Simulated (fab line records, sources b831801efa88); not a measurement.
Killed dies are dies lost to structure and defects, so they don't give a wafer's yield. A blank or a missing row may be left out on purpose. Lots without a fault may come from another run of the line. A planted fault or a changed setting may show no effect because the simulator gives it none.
Which tool did it? | flow gf180mcu | 6 lots, 18 wafers sampled, at 2 steps of a route of 602

WHAT THE GAUGES READ, wafer by wafer
GF_MIM_RS_MEAS_10: measures by four-point-probe.
lot  | measured     | on            | MIM_ALCU_RS (ohm/sq)
L107 | day 25 04:13 | film_metro-03 | 0.1612 0.1614 0.1609
L110 | day 26 18:37 | film_metro-01 | 0.1601 0.1597 0.1582
L114 | day 27 21:23 | film_metro-03 | 0.1601 0.1592 0.1610
L115 | day 28 12:01 | film_metro-01 | 0.1632 0.1614 0.1623
L120 | day 29 12:52 | film_metro-02 | 0.1632 0.1634 0.1631
L125 | day 31 02:37 | film_metro-02 | 0.1620 0.1625 0.1630

WHICH TOOL RAN EACH LOT (tool, then ch and the chambers of the sampled wafers, then the start)
lot  | GF_V1_SPUTTER_21
L107 | pvd_sputter-01, day 18 18:23
L110 | pvd_sputter-01, day 20 13:15
L114 | pvd_sputter-01, day 21 21:59
L115 | pvd_sputter-01, day 22 13:47
L120 | pvd_sputter-04, day 23 20:47
L125 | pvd_sputter-02, day 25 16:07
- GF_V1_SPUTTER_21: material Ti, target thk 15 nm, time 80.02 s.

THE ANSWER, worked out from the rows above alone
Rule: what is usual is taken from the lots themselves. Put in order of their means at a reading, lots are off if they are a third of the lots or fewer, leave a main group of 4 or more, and stand apart from it by a gap of 3 or more times the standard deviation of the main group's means; of several such gaps the widest counts. A main group whose means are all the same, to the digits that the tables above print for the reading, isn't used. A lot without any number at a reading at which 4 lots or more have one is off too. The other lots that the step has rows for count as sound.
No lot is off at any reading shown: from this, nothing can be told.

WHAT THE SIMULATOR HAD PUT IN
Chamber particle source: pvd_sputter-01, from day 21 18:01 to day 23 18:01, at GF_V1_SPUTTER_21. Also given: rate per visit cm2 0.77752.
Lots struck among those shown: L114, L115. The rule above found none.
